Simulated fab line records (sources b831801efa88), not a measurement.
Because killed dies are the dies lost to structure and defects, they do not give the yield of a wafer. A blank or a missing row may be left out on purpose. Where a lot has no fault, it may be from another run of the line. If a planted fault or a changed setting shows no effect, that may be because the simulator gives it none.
Chamber matching -- flow gf180mcu -- GF_V2_CMP_04 on cmp-02: 4 sister chambers
The step polishes SiO2. 4 wafers are shown with their chamber, then 8 later ones without.

## WAFERS PAIRED WITH THEIR CHAMBERS
wafer,chamber,motor_current_A (A)
L562.1,3,10.0
L565.3,0,12.6
L569.6,2,13.4
L570.2,1,15.3

## WAFERS WHOSE CHAMBER IS MISSING
wafer,motor_current_A (A)
L570.4,13.6
L570.5,12.2
L571.5,12.7
L572.1,12.5
L572.3,10.7
L581.1,15.9
L581.2,12.2
L581.6,12.7

## EACH ONE'S CHAMBER
wafer,from the rows above,in truth
L570.4,2,2
L570.5,0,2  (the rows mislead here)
L571.5,can't be placed: 0 or 2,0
L572.1,0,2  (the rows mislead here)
L572.3,3,3
L581.1,1,1
L581.2,0,0
L581.6,can't be placed: 0 or 2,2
4 of 8 placed correctly. Not placeable from these rows: 2 (in 2, the candidates include the true chamber). 2 placed wrongly.
How it was worked out, from the rows above alone: a wafer's distance from a chamber is the root of the sum, over the readings, of the square of ((its reading less the chamber's mean) divided by the reading's scatter). If the next closest chamber is less than 2 further off than the closest, the wafer can't be placed; otherwise it belongs to the closest. The mean given for a chamber averages the wafers shown for that chamber. The scatter (one wafer shown for each chamber): square how far every hidden wafer sits from the nearest shown wafer, average those squares and take the square root.
